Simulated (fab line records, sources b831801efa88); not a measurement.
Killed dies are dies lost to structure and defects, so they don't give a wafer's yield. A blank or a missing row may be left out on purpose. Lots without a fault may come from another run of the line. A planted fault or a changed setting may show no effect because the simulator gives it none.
Chamber matching | flow gf180mcu | GF_V5_CMP_26 on cmp-01: 4 sister chambers
The step polishes, stops on SiO2, t overpolish 15 s, target thk 0 nm. 4 wafers are shown with their chamber, then 12 later ones without.

WAFERS WITH THEIR CHAMBER
wafer  | chamber | motor_current_A (A)
L092.5 | 1       | 12.0
L094.1 | 3       | 10.7
L094.2 | 0       | 9.8
L094.6 | 2       | 10.5

WAFERS WITHOUT THEIR CHAMBER
wafer  | motor_current_A (A)
L095.1 | 11.6
L095.2 | 9.7
L095.3 | 9.6
L096.2 | 12.0
L096.3 | 9.5
L096.4 | 10.6
L096.1 | 9.8
L096.5 | 11.1
L096.6 | 12.0
L097.1 | 10.2
L097.5 | 10.6
L097.6 | 12.5

WHICH CHAMBER EACH WENT THROUGH
wafer  | from the rows above          | in truth
L095.1 | can't be placed: 1 or 3      | 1
L095.2 | 0                            | 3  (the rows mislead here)
L095.3 | 0                            | 0
L096.2 | 1                            | 1
L096.3 | 0                            | 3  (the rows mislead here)
L096.4 | can't be placed: 2 or 3      | 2
L096.1 | 0                            | 0
L096.5 | can't be placed: 3 or 2 or 1 | 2
L096.6 | 1                            | 1
L097.1 | can't be placed: 2 or 0 or 3 | 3
L097.5 | can't be placed: 2 or 3      | 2
L097.6 | 1                            | 1
Placed correctly: 5 of 12. Can't be placed from these rows: 5 (the true chamber is among the candidates in 5). Placed wrongly: 2.
How it was worked out, from the rows above alone: a wafer's distance from a chamber is the root of the sum, over the readings, of the square of ((its reading less the chamber's mean) divided by the reading's scatter). The wafer belongs to the nearest chamber; if the next one is less than 2 further off, it can't be placed. A chamber's mean is the mean of its shown wafers. The scatter: with one shown wafer a chamber, the root of the mean of the squares of how far each hidden wafer lies from its nearest shown one.
